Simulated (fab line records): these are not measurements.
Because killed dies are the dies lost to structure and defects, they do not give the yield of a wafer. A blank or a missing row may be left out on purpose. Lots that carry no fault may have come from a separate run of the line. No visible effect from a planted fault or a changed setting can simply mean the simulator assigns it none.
One fault through the eyes of 2 desks	flow gf180mcu	each desk holds nothing but its own numbers, with what lay behind them at the end

## TOOL OWNER'S DESK, pvd sputter-04
The tool's own readings at GF_V4_SPUTTER_21 (material Ti, target thk 15 nm, time 80.02 s): means of the sampled wafers that have a number, for each lot that ran on this tool. The brackets show how far a lot's mean lies from the usual mean; more than 4 standard deviations puts the lot out of limits, marked OUT.
Columns: A = throttle valve pct at GF_V4_SPUTTER_21, usual 29.8 %
lot	first seen here	A
L915	day 28 14:29	30.6
L924	day 30 21:44	29.8
L925	day 31 02:11	30.3
This desk's finding: nothing out of limits on any of the 3 lots.

## FROM THE METROLOGY DESK
What the gauges read for every lot (on any tool): the sampled wafers with a number, averaged. The brackets show how far a lot's mean lies from the usual mean; more than 4 standard deviations puts the lot out of limits, marked OUT.
Columns: A = cd nm at GF_V4_CD_MEAS_14, usual 260.3 nm; B = V4_OVL at GF_V4_OVL_MEAS_15, usual 1 nm
lot	first seen here	A	B
L905	day 25 03:07	260.2	0
L915	day 28 13:43	259.3	3
L922	day 30 10:22	259.5	-2
L924	day 30 20:56	261.1	1
L925	day 31 01:23	261.0	-3
This desk's finding: nothing out of limits on any of the 5 lots.

## PUT TOGETHER
The tool owner's desk saw nothing out of limits.
The metrology desk saw nothing out of limits.

## WHAT THE SIMULATOR HAD PUT IN
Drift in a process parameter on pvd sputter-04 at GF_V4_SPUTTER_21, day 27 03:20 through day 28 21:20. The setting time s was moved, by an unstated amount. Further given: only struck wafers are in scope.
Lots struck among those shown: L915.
